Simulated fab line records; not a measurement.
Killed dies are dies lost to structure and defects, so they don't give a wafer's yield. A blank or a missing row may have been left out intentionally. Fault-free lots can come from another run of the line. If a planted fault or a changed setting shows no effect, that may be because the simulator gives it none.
Chamber matching ; flow sky130 ; SKY_VIA2_CMP_02 on cmp-02: 4 sister chambers
The step polishes SiO2. 16 wafers are shown with their chamber, then 8 later ones without.

## WAFERS WITH THEIR CHAMBER
wafer;chamber;motor-current-A (A);head-pressure-psi (psi)
L404.1;2;10.4;3.998
L404.4;3;12.2;4.016
L404.6;1;13.8;4.004
L406.1;2;9.9;4.019
L406.2;3;11.8;4.001
L406.5;2;10.4;4.002
L409.1;2;10.3;4.009
L409.3;3;12.6;4.020
L409.4;0;13.9;4.014
L412.1;3;12.1;4.002
L412.2;2;9.7;4.001
L412.5;3;12.3;3.999
L413.2;1;13.2;4.001
L413.4;2;10.3;4.012
L413.5;3;11.8;3.996
L415.1;2;10.2;4.002

SIGNATURES, as means of the wafers listed above
reading;chamber 0;chamber 1;chamber 2;chamber 3;scatter within a chamber
motor-current-A;13.900;13.500;10.171;12.133;0.301
head-pressure-psi;4.01400;4.00250;4.00614;4.00567;0.00829
Rule: distance of a wafer from a chamber = root of the sum over the readings of ((wafer's reading minus chamber's mean) / reading's scatter) squared. If the next closest chamber is less than 2 further off than the closest, the wafer can't be placed; otherwise it belongs to the closest. The scatter is the square root of a quotient: the sum, over the shown wafers, of each reading's squared deviation from its chamber's mean, divided by wafers minus chambers.

## WAFERS WITH NO CHAMBER GIVEN
wafer;motor-current-A (A);head-pressure-psi (psi)
L415.2;12.7;4.012
L415.6;10.0;4.004
L425.1;12.5;4.008
L425.3;10.4;4.008
L425.6;14.5;4.016
L426.2;12.9;4.003
L426.3;12.0;4.013
L426.4;14.3;3.997

## CHAMBER TAKEN BY EACH
wafer;from the rows above;in truth
L415.2;can't be placed: 3 or 1 or 0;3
L415.6;2;2
L425.1;3;3
L425.3;2;2
L425.6;can't be placed: 0 or 1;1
L426.2;can't be placed: 1 or 3 or 0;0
L426.3;3;3
L426.4;can't be placed: 0 or 1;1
Correctly placed: 4 of 8. Not placeable from these rows: 4 (in 4, the candidates include the true chamber). 0 placed wrongly.
